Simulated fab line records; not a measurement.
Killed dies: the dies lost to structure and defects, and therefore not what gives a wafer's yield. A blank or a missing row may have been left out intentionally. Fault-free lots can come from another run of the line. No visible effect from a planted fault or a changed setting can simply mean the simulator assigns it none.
Which of the tools did it?    flow sky130    6 lots with 18 wafers sampled at 2 steps, on a route of 708 steps

## WHAT THE GAUGES SHOWED, per wafer
SKY_SD_N_RS_MEAS_16: a four-point-probe measurement.
lot   measured      on             SD_N_RS (ohm/sq)
L109  day 28 12:21  film metro-04  68.54 68.61 68.53
L111  day 29 22:20  film metro-04  68.48 68.59 68.56
L116  day 31 10:17  film metro-02  68.44 68.40 68.55
L119  day 32 08:40  film metro-02  68.40 68.56 68.48
L123  day 33 14:57  film metro-01  68.59 68.69 68.54
L130  day 35 08:15  film metro-02  68.35 68.35 68.49

## WHAT TOOL EACH LOT RAN ON (gives the tool, then ch and the chambers of the sampled wafers, and finally the start)
lot   SKY_SD_N_RTA_14
L109  rtp anneal-02 ch 0, day 28 12:11
L111  rtp anneal-02 ch 0, day 29 22:08
L116  rtp anneal-02 ch 0, day 31 10:07
L119  rtp anneal-02 ch 0, day 32 08:29
L123  rtp anneal-02 ch 0, day 33 14:47
L130  rtp anneal-01 ch 0, day 35 08:04
- SKY_SD_N_RTA_14: time 2 s.

## THE ANSWER, worked out from the rows above alone
Rule: what is usual is taken from the lots themselves. The widest of any qualifying gaps counts: lots, ordered by their means at a reading, are off when they make up no more than a third of the lots, leave a main group of 4 or more, and stand apart from it by 3 or more times the standard deviation of that group's means. If all means in a main group match to the digits the tables above print for the reading, that group is not used. Also off: a lot with no number at a reading for which 4 or more lots have one. The other lots that the step has rows for count as sound.
Across all readings shown, no lot is off: no conclusion can be drawn from this.

## WHAT THE SIMULATOR PUT IN
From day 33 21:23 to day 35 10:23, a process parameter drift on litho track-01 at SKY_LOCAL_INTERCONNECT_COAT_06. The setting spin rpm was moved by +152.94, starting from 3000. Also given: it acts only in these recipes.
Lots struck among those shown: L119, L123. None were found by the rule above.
